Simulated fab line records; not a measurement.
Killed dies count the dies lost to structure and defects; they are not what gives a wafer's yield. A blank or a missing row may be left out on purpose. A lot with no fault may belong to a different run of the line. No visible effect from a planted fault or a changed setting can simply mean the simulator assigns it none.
Which tool is to blame? -- flow gf180mcu -- 7 lots, 21 wafers sampled, at 4 steps of a route of 602

== WHAT THE GAUGES READ, wafer by wafer ==
GF_V5_OVL_MEAS_15.
lot,measured,on,V5_OVL (nm)
L258,day 27 19:53,overlay-01,10 4 6
L261,day 28 19:02,overlay-01,-7 -2 3
L263,day 29 18:17,overlay-01,-8 -12 -9
L269,day 31 02:08,overlay-01,-3 2 -4
L276,day 33 01:17,overlay-02,-1 6 0
L278,day 33 06:00,overlay-01,-9 4 -8
L280,day 33 17:38,overlay-02,-1 11 -1

== WHAT TOOL EACH LOT RAN ON (gives the tool, then ch and the chambers of the sampled wafers, and finally the start) ==
lot,GF_STI_CLEAN_19,GF_M5_METAL_ETCH_10,GF_V5_CMP_04
L258,"wet_bench-03 ch 0, day 2 07:46","rie_metal-04 ch 0,1, day 26 21:56","cmp-02 ch 0,2,3, day 26 22:52"
L261,"wet_bench-01 ch 3, day 2 23:40","rie_metal-02 ch 0,1, day 27 21:58","cmp-02 ch 0,2,3, day 27 22:59"
L263,"wet_bench-01 ch 2, day 3 08:16","rie_metal-04 ch 0,1, day 28 21:42","cmp-01 ch 0,1,2, day 28 22:42"
L269,"wet_bench-01 ch 2, day 4 16:28","rie_metal-04 ch 0,1, day 30 06:47","cmp-02 ch 0,2, day 30 07:47"
L276,"wet_bench-03 ch 2, day 6 04:25","rie_metal-01 ch 0,1, day 32 07:08","cmp-02 ch 1,2,3, day 32 08:07"
L278,"wet_bench-03 ch 0, day 6 14:43","rie_metal-01 ch 0,1, day 32 12:38","cmp-02 ch 1,2,3, day 32 13:37"
L280,"wet_bench-02 ch 1, day 7 00:19","rie_metal-01 ch 1, day 33 01:02","cmp-02 ch 1,2,3, day 33 02:06"
- GF_STI_CLEAN_19: cleans in dHF, time 20 s.
- GF_M5_METAL_ETCH_10: etches the open film in Cl2/BCl3, stops on SiO2, target depth 750.8 nm, time 125.1 s.
- GF_V5_CMP_04: polishes SiO2.

== THE ANSWER, worked out from the rows above alone ==
Rule: usual is defined by the lots themselves. The widest of any qualifying gaps counts: lots, ordered by their means at a reading, are off when they make up no more than a third of the lots, leave a main group of 4 or more, and stand apart from it by 3 or more times the standard deviation of that group's means. A main group whose means are all the same, to the digits that the tables above print for the reading, isn't used. A lot without any number at a reading at which 4 lots or more have one is off too. The other lots that the step has rows for count as sound.
None of the lots is off at any reading shown; this tells nothing.

== WHAT THE SIMULATOR PUT IN ==
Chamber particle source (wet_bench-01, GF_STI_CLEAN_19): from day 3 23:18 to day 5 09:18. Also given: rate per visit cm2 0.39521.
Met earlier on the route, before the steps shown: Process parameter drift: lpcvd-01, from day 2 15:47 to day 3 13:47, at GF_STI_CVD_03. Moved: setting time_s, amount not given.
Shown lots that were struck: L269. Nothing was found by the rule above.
